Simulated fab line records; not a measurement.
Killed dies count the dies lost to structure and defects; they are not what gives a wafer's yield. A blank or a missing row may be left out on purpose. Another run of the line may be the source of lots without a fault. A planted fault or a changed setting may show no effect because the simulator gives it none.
Split-lot study / flow gf180mcu / 23 wafers read across 5 lots, on a route 602 steps long

THE SPLIT
At GF_SAB_DEVELOP_08 (develop time 60 s), the setting develop time s was moved away from the recipe's 60 s on 9 of the 23 wafers read, by +4.4% to +14.3%. For the rest of the wafers, this setting stayed at what the recipe calls for.

There is no step in the file separating the split from the reading.

THE READING
Shown in nm: cd nm at GF_SAB_CD_MEAS_09, with target cd 420 nm. On this fab line, fault-free wafers typically give 420.6 nm with a standard deviation of 2.5 nm.

wafer=L074.1; tool, chamber at the split=litho track-02, 0; develop time s as run, s=60; against the recipe=recipe; cd nm, nm=420.4; against lot-mates on the recipe=-
wafer=L074.2; tool, chamber at the split=litho track-02, 0; develop time s as run, s=60; against the recipe=recipe; cd nm, nm=420.9; against lot-mates on the recipe=-
wafer=L074.6; tool, chamber at the split=litho track-02, 0; develop time s as run, s=60; against the recipe=recipe; cd nm, nm=420.1; against lot-mates on the recipe=-
wafer=L076.1; tool, chamber at the split=litho track-02, 0; develop time s as run, s=62.64; against the recipe=+4.4%; cd nm, nm=416.4; against lot-mates on the recipe=-4.7
wafer=L076.2; tool, chamber at the split=litho track-02, 0; develop time s as run, s=60; against the recipe=recipe; cd nm, nm=422.0; against lot-mates on the recipe=-
wafer=L076.4; tool, chamber at the split=litho track-02, 0; develop time s as run, s=62.64; against the recipe=+4.4%; cd nm, nm=416.1; against lot-mates on the recipe=-4.9
wafer=L076.5; tool, chamber at the split=litho track-02, 0; develop time s as run, s=62.64; against the recipe=+4.4%; cd nm, nm=416.2; against lot-mates on the recipe=-4.9
wafer=L076.6; tool, chamber at the split=litho track-02, 0; develop time s as run, s=60; against the recipe=recipe; cd nm, nm=420.1; against lot-mates on the recipe=-
wafer=L077.1; tool, chamber at the split=litho track-03, 0; develop time s as run, s=68.57; against the recipe=+14.3%; cd nm, nm=403.9; against lot-mates on the recipe=-12.4
wafer=L077.2; tool, chamber at the split=litho track-03, 0; develop time s as run, s=68.57; against the recipe=+14.3%; cd nm, nm=404.5; against lot-mates on the recipe=-11.8
wafer=L077.3; tool, chamber at the split=litho track-03, 0; develop time s as run, s=60; against the recipe=recipe; cd nm, nm=416.2; against lot-mates on the recipe=-
wafer=L077.5; tool, chamber at the split=litho track-03, 0; develop time s as run, s=68.57; against the recipe=+14.3%; cd nm, nm=405.7; against lot-mates on the recipe=-10.6
wafer=L077.6; tool, chamber at the split=litho track-03, 0; develop time s as run, s=60; against the recipe=recipe; cd nm, nm=416.4; against lot-mates on the recipe=-
wafer=L079.1; tool, chamber at the split=litho track-03, 0; develop time s as run, s=60; against the recipe=recipe; cd nm, nm=425.5; against lot-mates on the recipe=-
wafer=L079.2; tool, chamber at the split=litho track-03, 0; develop time s as run, s=60; against the recipe=recipe; cd nm, nm=421.1; against lot-mates on the recipe=-
wafer=L079.3; tool, chamber at the split=litho track-03, 0; develop time s as run, s=60; against the recipe=recipe; cd nm, nm=421.8; against lot-mates on the recipe=-
wafer=L079.4; tool, chamber at the split=litho track-03, 0; develop time s as run, s=60; against the recipe=recipe; cd nm, nm=422.3; against lot-mates on the recipe=-
wafer=L079.5; tool, chamber at the split=litho track-03, 0; develop time s as run, s=60; against the recipe=recipe; cd nm, nm=423.7; against lot-mates on the recipe=-
wafer=L080.1; tool, chamber at the split=litho track-03, 0; develop time s as run, s=67.35; against the recipe=+12.2%; cd nm, nm=411.7; against lot-mates on the recipe=-9.2
wafer=L080.2; tool, chamber at the split=litho track-03, 0; develop time s as run, s=60; against the recipe=recipe; cd nm, nm=420.7; against lot-mates on the recipe=-
wafer=L080.4; tool, chamber at the split=litho track-03, 0; develop time s as run, s=60; against the recipe=recipe; cd nm, nm=421.0; against lot-mates on the recipe=-
wafer=L080.5; tool, chamber at the split=litho track-03, 0; develop time s as run, s=67.35; against the recipe=+12.2%; cd nm, nm=409.3; against lot-mates on the recipe=-11.6
wafer=L080.6; tool, chamber at the split=litho track-03, 0; develop time s as run, s=67.35; against the recipe=+12.2%; cd nm, nm=408.1; against lot-mates on the recipe=-12.8

FIT RESULTS
A straight line over all 23 wafers: cd nm changes by -1.04 nm for each +1% of develop time s; r = -0.94; the points scatter about the line by 2.2 nm.
The same after taking each lot's own level away (the mean of its wafers on the recipe; 23 wafers): -0.854 nm for each +1%; r = -0.98; scatter 1.2 nm.
Per that fit: largest develop time s move, reading shift of 12 nm.
From 416.30 to 422.88 nm: that is the span of the lots' own levels, equal to 2.6 times the standard deviation above.
So the lot-to-lot level changes the slope: the two fits differ.
Check: with one of the wafers moved furthest among these (+14.3%) left out of the fit, the line predicts -12.3 nm for it against its lot-mates. Against them it came out at -12.4 nm.

OTHER SPLITS ON THESE WAFERS
Before the reading, these wafers also passed through other splits. Each is held against what the fit with the lots' levels taken away leaves over:
other split on the same wafers=GF_NSD_COAT_02 resist thk nm; wafers away from the commonest value=5; r with cd nm (lot level and that fit taken away)=-0.03
other split on the same wafers=GF_NSD_DEVELOP_06 develop time s; wafers away from the commonest value=11; r with cd nm (lot level and that fit taken away)=-0.14

THE WHOLE CHAIN: every reading that the file lists as answering this split, in the file's order
step=GF_SAB_CD_MEAS_09; what it does=target cd 420 nm; reading=cd nm; change (the file's fit)=-0.867 nm for each +1% of the setting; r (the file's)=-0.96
step=GF_SAB_ETCH_11; what it does=etches SiO2 in C4F8/O2/Ar, target depth 55 nm, time 8.5 s; reading=SAB.cd nm (the simulator's own value, which no gauge read); change (the file's fit)=-0.858 nm for each +1% of the setting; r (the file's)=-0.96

FILE'S OWN FIT
cd nm changes by -0.867 nm for each +1% of develop time s, r = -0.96.
